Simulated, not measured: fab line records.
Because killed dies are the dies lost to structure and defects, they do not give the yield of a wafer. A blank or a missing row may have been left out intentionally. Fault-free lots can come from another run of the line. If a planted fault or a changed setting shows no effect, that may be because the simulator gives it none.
fab line records ; flow sfq-line
record: lots: 5; wafers: 23
route steps=325 shown M7@286 I7@297 M8@313
start-h: the number of hours between the record's first day and the start of the first shown wafer of the lot ; wait-h: time in hours since the lot's previous step ; " unchanged from the row above ; L1.1+2: several wafers, shown together as one row ; - no value, or no start was given ; * or withheld: withheld ; < > ~ a bound
route shown NAME@n: names a module that has steps shown in the file, with the first one's number in the route ; usual: mean and standard deviation over wafers with no fault ; same: alike in all rows ; chamber/n: place in a boat ; sites: the reading at each site ; _std_site: how widely they spread, as a standard deviation ; _edge_site: outer sites' mean less inner sites' ; radius-mm: how far each site lies from the wafer's centre ; mask NAME#n: copy n ; behind: the tool/chamber that last shaped the wafer ; hold: reason for holding the lot/hours on hold/outcome of the hold ; device: whichever transistor did not switch (one of n, p or np) ; end of line: the tests these same wafers got at the end of their route ; where a step has no rows: the recipe by itself ; killed: the dies lost at the first sort to structure and to defects; this is not the yield of the wafer ; map: a wafer's dies, marking killed ones x, the rest . and places with no die _
set.NAME: setting as actually run; set.NAME@STEP: the setting as run at that earlier step ; model.NAME: the simulator's own value behind a step, which no gauge read
lots whose settings were changed on purpose; a table a step, a row a wafer
== steps ==
step: SFQ_TRILAYER_M7_LITHO_COAT_177
recipe: resist: KrF; spin-rpm: 3000; resist-thk-nm: 600
lot.wafer;tool;chamber;start-h;wait-h;set.spin-rpm;model.KrF_of_TRILAYER_M7_LITHO_COAT_177.thk-nm
L074.1;litho-track-03;0;1763.99;0.2;3000;599.4
L074.2;litho-track-03;0;1763.99;0.2;3149;583.2
L074.3;litho-track-03;0;1763.99;0.2;3149;584.1
L074.4;litho-track-03;0;1763.99;0.2;3000;596.9
L074.5;litho-track-03;0;1763.99;0.2;3000;596.5
L075.1;litho-track-01;0;1771.17;0.2;3000;602
L075.2;litho-track-01;0;1771.17;0.2;3000;600.9
L075.4;litho-track-01;0;1771.17;0.2;3000;600.2
L079.1;litho-track-03;0;1780.57;0.2;3000;598.7
L079.3;litho-track-03;0;1780.57;0.2;3000;598.2
L079.4;litho-track-03;0;1780.57;0.2;3000;599.3
L079.5;litho-track-03;0;1780.57;0.2;3000;598.3
L079.6;litho-track-03;0;1780.57;0.2;3000;597.9
L081.2;litho-track-01;0;1880.98;0.2;3000;598.6
L081.3;litho-track-01;0;1880.98;0.2;3000;596
L081.4;litho-track-01;0;1880.98;0.2;2821;616.5
L081.5;litho-track-01;0;1880.98;0.2;3000;599.1
L081.6;litho-track-01;0;1880.98;0.2;2821;616.8
L084.1+2;litho-track-01;0;1938.52;0.2;3000;598.7
L084.3+5;litho-track-01;0;1938.52;0.2;3000;598
L084.4;litho-track-01;0;1938.52;0.2;3000;599.5
step: SFQ_TRILAYER_M7_BARC_OPEN_METAL_ETCH_229
recipe: mask-material: PR; chemistry: O2; target-depth-nm: 125; target: BARC; icp-w: 600; bias-w: 80; pressure-mtorr: 10; time-s: 41.7
lot.wafer;tool;chamber;start-h;wait-h;set.bias-w
L074.1+2;rie-metal-03;1;1868.43;0.0;80
L074.3+4+5;rie-metal-03;1;1868.43;0.0;86.03
L075.1+2+4;rie-metal-01;1,0,1;1869.76;0.0;80
L079.1+3+4+5+6;rie-metal-03;1;1878.95;0.0;80
L081.2+4;rie-metal-01;1;1965.60;0.0;88.92
L081.3+5+6;rie-metal-01;0,0,1;1965.60;0.0;80
L084.1+5;rie-metal-01;0,1;1970.72;0.0;80
L084.2+3+4;rie-metal-01;1,0,1;1970.72;0.0;76.21
step: SFQ_TRILAYER_M7_ETCH_METAL_ETCH_180
recipe: target: Nb; stop-on: SiO2; mask-material: PR; chemistry: Cl2/Ar; target-depth-nm: 240; icp-w: 600; bias-w: 80; pressure-mtorr: 10; time-s: 120
lot.wafer;tool;chamber;start-h;wait-h;set.spin-rpm@TRILAYER_M7_LITHO_COAT_177;model.KrF_of_TRILAYER_M7_LITHO_COAT_177.thk-nm
L074.1;rie-metal-03;1;1868.55;0.1;3000;381.7
L074.2;rie-metal-03;1;1868.55;0.1;3149;364.2
L074.3;rie-metal-03;1;1868.55;0.1;3149;364.4
L074.4;rie-metal-03;1;1868.55;0.1;3000;376.8
L074.5;rie-metal-03;1;1868.55;0.1;3000;377.6
L075.1;rie-metal-01;1;1869.82;0.0;3000;390.5
L075.2;rie-metal-01;0;1869.82;0.0;3000;384.5
L075.4;rie-metal-01;1;1869.82;0.0;3000;387.2
L079.1;rie-metal-03;1;1879.07;0.1;3000;380.9
L079.3;rie-metal-03;1;1879.07;0.1;3000;381.4
L079.4;rie-metal-03;1;1879.07;0.1;3000;381.6
L079.5;rie-metal-03;1;1879.07;0.1;3000;379.9
L079.6;rie-metal-03;1;1879.07;0.1;3000;380.2
L081.2;rie-metal-01;1;1965.66;0.0;3000;384
L081.3;rie-metal-01;0;1965.66;0.0;3000;377.1
L081.4;rie-metal-01;1;1965.66;0.0;2821;401.5
L081.5;rie-metal-01;0;1965.66;0.0;3000;380
L081.6;rie-metal-01;1;1965.66;0.0;2821;403.4
L084.1;rie-metal-01;0;1970.78;0.0;3000;381.9
L084.2;rie-metal-01;1;1970.78;0.0;3000;389.1
L084.3;rie-metal-01;0;1970.78;0.0;3000;382.2
L084.4;rie-metal-01;1;1970.78;0.0;3000;390.4
L084.5;rie-metal-01;1;1970.78;0.0;3000;388.4
step: SFQ_TRILAYER_I7_CMP_CMP_184
recipe: material: SiO2; down-force-psi: 3; platen-rpm: 60; pad-velocity-m-s: 0.94248
usual: time-to-endpoint-s: 213/9.6
lot.wafer;tool;chamber;start-h;wait-h;set.down-force-psi;time-to-endpoint-s
L074.4;cmp-01;3;1870.46;0.0;3.271;193
L074.1;cmp-01;0;1870.46;0.0;3;206
L074.2;cmp-01;1;1870.46;0.0;3.271;184
L074.3;cmp-01;2;1870.46;0.0;3;208
L074.5;cmp-01;3;1870.46;0.0;3;209
L075.1;cmp-01;0;1873.96;3.0;3;199
L075.4;cmp-01;1;1873.96;3.0;3;213
L075.2;cmp-01;2;1873.96;3.0;3;199
L079.1;cmp-01;3;1885.46;4.7;3;195
L079.3;cmp-01;1;1886.46;5.7;3;208
L079.4;cmp-01;2;1886.46;5.7;3;208
L079.5;cmp-01;3;1886.46;5.7;3;206
L079.6;cmp-01;0;1886.46;5.7;3;212
L081.4;cmp-02;2;1975.72;9.1;3.248;193
L081.2;cmp-02;3;1975.72;9.1;3;225
L081.3;cmp-02;0;1975.72;9.1;3.248;195
L081.6;cmp-02;2;1977.72;11.1;3;210
L081.5;cmp-02;3;1977.72;11.1;3;224
L084.2;cmp-01;2;1981.84;10.1;3;211
L084.1;cmp-01;3;1981.84;10.1;2.66;245
L084.4;cmp-01;0;1981.84;10.1;2.66;247
L084.3;cmp-01;1;1981.84;10.1;2.66;241
L084.5;cmp-01;2;1981.84;10.1;3;213
step: SFQ_TRILAYER_I7_VIA_LITHO_PEB_190
recipe: peb-temp-c: 115; peb-time-s: 60; resist: KrF
lot.wafer;tool;chamber;start-h;wait-h;set.peb-temp-c
L074.1+2+5;litho-track-04;0;1888.60;1.0;115
L074.3+4;litho-track-04;0;1888.60;1.0;116
L075.1+2+4;litho-track-01;0;1889.80;1.0;115
L079.1+3+6;litho-track-02;0;1895.44;1.0;115
L079.4+5;litho-track-02;0;1895.44;1.0;112.3
L081.2+4+6;litho-track-01;0;1982.02;0.8;115
L081.3+5;litho-track-01;0;1982.02;0.8;112.6
L084.1+2+4;litho-track-02;0;1989.19;1.0;112.1
L084.3+5;litho-track-02;0;1989.19;1.0;115
step: SFQ_TRILAYER_I7_VIA_BARC_OPEN_VIA_ETCH_260
recipe: mask-material: PR; chemistry: O2; target-depth-nm: 125; target: BARC; source-w: 500; bias-w: 80; pressure-mtorr: 30; time-s: 41.7
lot.wafer;tool;chamber;start-h;wait-h;set.source-w;set.peb-temp-c@TRILAYER_I7_VIA_LITHO_PEB_190;model.I7.cd-nm
L074.1;rie-diel-02;3;1888.93;0.0;536.8;115;1002
L074.2;rie-diel-02;1;1888.93;0.0;500;115;1004
L074.3;rie-diel-02;0;1888.93;0.0;536.8;116;1021
L074.4;rie-diel-02;0;1888.93;0.0;500;116;1020
L074.5;rie-diel-02;3;1888.93;0.0;500;115;1002
L075.1+2;rie-diel-03;1,3;1890.13;0.0;500;115;1001
L075.4;rie-diel-03;2;1890.13;0.0;500;115;1002
L079.1+6;rie-diel-01;0,3;1895.78;0.0;500;115;1001
L079.3;rie-diel-01;3;1895.78;0.0;500;115;1000
L079.4;rie-diel-01;1;1895.78;0.0;500;112.3;945.6
L079.5;rie-diel-01;0;1895.78;0.0;500;112.3;946.8
L081.2;rie-diel-01;2;1982.33;0.0;500;115;1004
L081.3;rie-diel-01;0;1982.33;0.0;524.8;112.6;956.9
L081.4;rie-diel-01;3;1982.33;0.0;524.8;115;1003
L081.5;rie-diel-01;2;1982.33;0.0;524.8;112.6;954.7
L081.6;rie-diel-01;3;1982.33;0.0;500;115;1003
L084.1;rie-diel-02;0;1989.53;0.0;500;112.1;945.3
L084.2;rie-diel-02;2;1989.53;0.0;481.7;112.1;943.7
L084.3;rie-diel-02;1;1989.53;0.0;481.7;115;1007
L084.4;rie-diel-02;3;1989.53;0.0;500;112.1;942.4
L084.5;rie-diel-02;0;1989.53;0.0;481.7;115;1006
step: SFQ_TRILAYER_M8_LITHO_COAT_193
recipe: resist: KrF; spin-rpm: 3000; resist-thk-nm: 600
lot.wafer;tool;chamber;start-h;wait-h;set.resist-thk-nm;model.KrF_of_TRILAYER_M8_LITHO_COAT_193.thk-nm
L074.1;litho-track-03;0;-;-;600;600.2
L074.2;litho-track-03;0;-;-;611.5;610.3
L074.3;litho-track-03;0;-;-;611.5;612.2
L074.4;litho-track-03;0;-;-;600;600
L074.5;litho-track-03;0;-;-;611.5;611.1
L075.1;litho-track-02;0;-;-;600;602.6
L075.2;litho-track-02;0;-;-;600;601
L075.4;litho-track-02;0;-;-;600;602.7
L079.1;litho-track-03;0;-;-;589.3;591.6
L079.3;litho-track-03;0;-;-;589.3;593.1
L079.4;litho-track-03;0;-;-;600;601.3
L079.5;litho-track-03;0;-;-;600;603.4
L079.6;litho-track-03;0;-;-;600;602.4
L081.2;litho-track-02;0;-;-;600;600.7
L081.3;litho-track-02;0;-;-;600;600.8
L081.4;litho-track-02;0;-;-;575.4;576
L081.5;litho-track-02;0;-;-;575.4;577.7
L081.6;litho-track-02;0;-;-;575.4;577.3
L084.1;litho-track-02;0;-;-;600;601.6
L084.2;litho-track-02;0;-;-;614.5;614.9
L084.3;litho-track-02;0;-;-;600;601.3
L084.4;litho-track-02;0;-;-;614.5;615.7
L084.5;litho-track-02;0;-;-;614.5;613.1
step: SFQ_TRILAYER_M8_DEP_EVAP_196
recipe: material: Au; angular-spread-deg: 1; target-thk-nm: 180; time-s: 900; power-w: 2000
lot.wafer;tool;chamber;start-h;wait-h;set.time-s;model.Au_of_TRILAYER_M8_DEP_EVAP_196.thk-nm
L074.1;pvd-sputter-02;-;1979.02;0.1;966.8;196.4
L074.2;pvd-sputter-02;-;1979.02;0.1;966.8;196.8
L074.3;pvd-sputter-02;-;1979.02;0.1;966.8;196.9
L074.4;pvd-sputter-02;-;1979.02;0.1;900;182.5
L074.5;pvd-sputter-02;-;1979.02;0.1;900;183.3
L075.1+2;pvd-sputter-01;-;1981.42;0.1;900;178.6
L075.4;pvd-sputter-01;-;1981.42;0.1;900;174.5
L079.1;pvd-sputter-01;-;1993.46;0.1;1008;203.1
L079.3;pvd-sputter-01;-;1993.46;0.1;900;184.2
L079.4;pvd-sputter-01;-;1993.46;0.1;900;180
L079.5;pvd-sputter-01;-;1993.46;0.1;1008;203.7
L079.6;pvd-sputter-01;-;1993.46;0.1;900;178.9
L081.2;pvd-sputter-01;-;2072.97;0.1;970.5;192.6
L081.3;pvd-sputter-01;-;2072.97;0.1;970.5;198.2
L081.4;pvd-sputter-01;-;2072.97;0.1;970.5;197.5
L081.5;pvd-sputter-01;-;2072.97;0.1;900;182.8
L081.6;pvd-sputter-01;-;2072.97;0.1;900;178.2
L084.1;pvd-sputter-02;-;2078.99;0.1;900;181.7
L084.2;pvd-sputter-02;-;2078.99;0.1;900;180
L084.3;pvd-sputter-02;-;2078.99;0.1;900;178.2
L084.4;pvd-sputter-02;-;2078.99;0.1;900;179.9
L084.5;pvd-sputter-02;-;2078.99;0.1;900;181.2
step: SFQ_M8_RS_MEAS_949
recipe: thk-meas-gauge: four-point-probe; reads: Au_of_TRILAYER_M8_DEP_EVAP_196+Pt_of_TRILAYER_M8_DEP_EVAP_198+Ti_of_TRILAYER_M8_DEP_EVAP_197
usual: M8_AU_RS: 0.1533/0.002
lot.wafer;tool;chamber;start-h;wait-h;set.time-s@TRILAYER_M8_DEP_EVAP_196;M8_AU_RS[ohm/sq]
L074.1;film-metro-03;-;1979.54;0.3;966.8;0.1406
L074.2;film-metro-03;-;1979.54;0.3;966.8;0.1402
L074.3;film-metro-03;-;1979.54;0.3;966.8;0.1404
L074.4;film-metro-03;-;1979.54;0.3;900;0.1512
L074.5;film-metro-03;-;1979.54;0.3;900;0.1504
L075.1;film-metro-03;-;1981.94;0.3;900;0.1547
L075.2;film-metro-03;-;1981.94;0.3;900;0.1549
L075.4;film-metro-03;-;1981.94;0.3;900;0.1587
L079.1;film-metro-04;-;1993.98;0.3;1008;0.1362
L079.3;film-metro-04;-;1993.98;0.3;900;0.1501
L079.4;film-metro-04;-;1993.98;0.3;900;0.1536
L079.5;film-metro-04;-;1993.98;0.3;1008;0.1357
L079.6;film-metro-04;-;1993.98;0.3;900;0.1549
L081.2;film-metro-01;-;2073.50;0.3;970.5;0.1440
L081.3;film-metro-01;-;2073.50;0.3;970.5;0.1397
L081.4;film-metro-01;-;2073.50;0.3;970.5;0.1402
L081.5;film-metro-01;-;2073.50;0.3;900;0.1514
L081.6;film-metro-01;-;2073.50;0.3;900;0.1556
L084.1;film-metro-04;-;2079.57;0.3;900;0.1524
L084.2;film-metro-04;-;2079.57;0.3;900;0.1540
L084.3;film-metro-04;-;2079.57;0.3;900;0.1556
L084.4;film-metro-04;-;2079.57;0.3;900;0.1539
L084.5;film-metro-04;-;2079.57;0.3;900;0.1536
step: SFQ_M8_THK_MEAS_950
recipe: thk-meas-gauge: xrf; reads: Au_of_TRILAYER_M8_DEP_EVAP_196
usual: M8_AU_THK: 179.0/2.6
lot.wafer;tool;chamber;start-h;wait-h;set.time-s@TRILAYER_M8_DEP_EVAP_196;M8_AU_THK[nm]
L074.1;film-metro-03;-;1979.66;0.1;966.8;192.2
L074.2;film-metro-03;-;1979.66;0.1;966.8;192.7
L074.3;film-metro-03;-;1979.66;0.1;966.8;192.5
L074.4;film-metro-03;-;1979.66;0.1;900;179.8
L074.5;film-metro-03;-;1979.66;0.1;900;179.9
L075.1;film-metro-03;-;1982.06;0.1;900;174.1
L075.2;film-metro-03;-;1982.06;0.1;900;175.0
L075.4;film-metro-03;-;1982.06;0.1;900;170.9
L079.1;film-metro-04;-;1994.10;0.1;1008;201.5
L079.3;film-metro-04;-;1994.10;0.1;900;182.8
L079.4;film-metro-04;-;1994.10;0.1;900;179.2
L079.5;film-metro-04;-;1994.10;0.1;1008;201.6
L079.6;film-metro-04;-;1994.10;0.1;900;177.9
L081.2;film-metro-01;-;2073.61;0.1;970.5;190.0
L081.3;film-metro-01;-;2073.61;0.1;970.5;196.5
L081.4;film-metro-01;-;2073.61;0.1;970.5;194.9
L081.5;film-metro-01;-;2073.61;0.1;900;181.7
L081.6;film-metro-01;-;2073.61;0.1;900;176.9
L084.1;film-metro-04;-;2079.69;0.1;900;182.2
L084.2;film-metro-04;-;2079.69;0.1;900;180.7
L084.3;film-metro-04;-;2079.69;0.1;900;178.5
L084.4;film-metro-04;-;2079.69;0.1;900;180.7
L084.5;film-metro-04;-;2079.69;0.1;900;180.6
== key ==
split: step: SFQ_TRILAYER_M7_LITHO_COAT_177; setting: spin-rpm; stated: 3000; by: wafer
response: step: SFQ_TRILAYER_M7_LITHO_COAT_177; reading: model.KrF_of_TRILAYER_M7_LITHO_COAT_177.thk-nm; change: -3; per: 1%; r: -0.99
response: step: SFQ_TRILAYER_M7_ETCH_METAL_ETCH_180; reading: model.KrF_of_TRILAYER_M7_LITHO_COAT_177.thk-nm; change: -3.37; per: 1%; r: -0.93
split: step: SFQ_TRILAYER_M7_BARC_OPEN_METAL_ETCH_229; setting: bias-w; stated: 80; by: wafer
response none clear
split: step: SFQ_TRILAYER_I7_CMP_CMP_184; setting: down-force-psi; stated: 3; by: wafer
response: step: SFQ_TRILAYER_I7_CMP_CMP_184; reading: time-to-endpoint-s; change: *; per: 1%; r: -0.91
split: step: SFQ_TRILAYER_I7_VIA_LITHO_PEB_190; setting: peb-temp-c; stated: 115; by: wafer
response: step: SFQ_TRILAYER_I7_VIA_BARC_OPEN_VIA_ETCH_260; reading: model.I7.cd-nm; change: +23.6; per: 1%; r: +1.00
split: step: SFQ_TRILAYER_I7_VIA_BARC_OPEN_VIA_ETCH_260; setting: source-w; stated: 500; by: wafer
response none clear
split: step: SFQ_TRILAYER_M8_LITHO_COAT_193; setting: resist-thk-nm; stated: 600; by: wafer
response: step: SFQ_TRILAYER_M8_LITHO_COAT_193; reading: model.KrF_of_TRILAYER_M8_LITHO_COAT_193.thk-nm; change: +5.7; per: 1%; r: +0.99
split: step: SFQ_TRILAYER_M8_DEP_EVAP_196; setting: time-s; stated: 900; by: wafer
response: step: SFQ_TRILAYER_M8_DEP_EVAP_196; reading: model.Au_of_TRILAYER_M8_DEP_EVAP_196.thk-nm; change: +1.9; per: 1%; r: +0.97
response: step: SFQ_M8_RS_MEAS_949; reading: M8_AU_RS; change: -0.00144; per: 1%; r: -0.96
response: step: SFQ_M8_THK_MEAS_950; reading: M8_AU_THK; change: +1.79; per: 1%; r: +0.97
